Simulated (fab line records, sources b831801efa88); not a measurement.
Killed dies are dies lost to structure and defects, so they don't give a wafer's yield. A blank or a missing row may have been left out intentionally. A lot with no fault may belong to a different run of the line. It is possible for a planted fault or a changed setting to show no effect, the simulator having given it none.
Code-filled problem report in 8D (eight disciplines) form + flow gf180mcu + the parts of the form that need people (team, actions taken, sign-off) are left out

== 1. THE ISSUE ==
Wafers without a fault read 93.04 W, standard deviation 0.059; heaterPowerTotalW at GF_M5_SOFTBAKE_03 reads a mean of 95.52 W on 2 wafers belonging to 2 lots. Relative to the usual mean, that is a shift of +42 standard deviations.
The step: time 60 s.
Earliest sighting: wafer L477.5 on lithoTrack-03 at day 29 09:21. The record holds 41 wafers of 14 lots with a number at this step. Rule for "out" (also "out of limits"): further than 4 standard deviations from the usual mean. The other wafers with a number count as sound.

== 2. WHAT THIS IS AND IS NOT ==
| question                    | is                            | is not                                                                                 |
|-----------------------------|-------------------------------|----------------------------------------------------------------------------------------|
| which readings at this step | heaterPowerTotalW, runLengthS | exhaustPa                                                                              |
| which lots                  | L477, L482                    | L466, L467, L468, L469, L470, L471, L473, L474, L476, L478, L486, L487                 |
| which wafers of those lots  | L477.5, L482.5                | L477.2, L477.6, L482.1                                                                 |
| read on which tools         | lithoTrack-03                 | lithoTrack-01, lithoTrack-04                                                           |
| when                        | from day 29 09:21             | up to then (29 sound wafers); but 10 sound wafers of L478, L482, L486, L487 came after |

== 3. SUSPECTS, AND WHAT RULES EACH OUT ==
Counting: any tool at a process step up to the reading remains a suspect provided it ran every lot that is out. Sound lots after the first of them don't rule it out here, since some wafers of a struck lot are sound.
- lithoTrack-03 at GF_M5_SOFTBAKE_03 (time 60 s): kept. Every lot that is out went through it, the first being L477 (day 29 09:21); the last sound lot it ran before that was L476 (day 29 00:37). Its own heaterPowerTotalW, runLengthS readings are out on those wafers.
Left after counting: lithoTrack-03 at GF_M5_SOFTBAKE_03.

== 4. THE CAUSE (what the simulator had put in) ==
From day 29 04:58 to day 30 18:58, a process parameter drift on lithoTrack-03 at GF_M5_SOFTBAKE_03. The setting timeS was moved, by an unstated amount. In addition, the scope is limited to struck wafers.
Counting left only this tool.

== 5. THE EFFECT CHAIN, in route order ==
One row per reading whose mean, taken over the struck wafers that have a number, lies over 3 standard deviations from the usual. Only readings for which the record gives a usual standard deviation are gone through. hours: the time from each lot's start at the first step in this table that gives one to its start at this step, as a median over the lots. sigmas: the change in usual standard deviations.
| hours | step              | reading           | usual   | on struck wafers | change | sigmas |
|-------|-------------------|-------------------|---------|------------------|--------|--------|
| 0     | GF_M5_SOFTBAKE_03 | heaterPowerTotalW | 93.04 W | 95.52            | +2.48  | +42    |
| 0     | GF_M5_SOFTBAKE_03 | runLengthS        | 89.16 s | 84.75            | -4.41  | -25    |
Its process steps:
- GF_M5_SOFTBAKE_03: time 60 s.
At these later measuring or inspecting steps, every struck wafer for which the step has a row has a number for every such reading, and none has moved that far: GF_M5_OVL_MEAS_08.

== 6. HOW IT WOULD HAVE BEEN CAUGHT EARLIER ==
4 hours passed between the start of the fault at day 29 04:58 and the first reading out of limits in this record, taken at day 29 09:21.
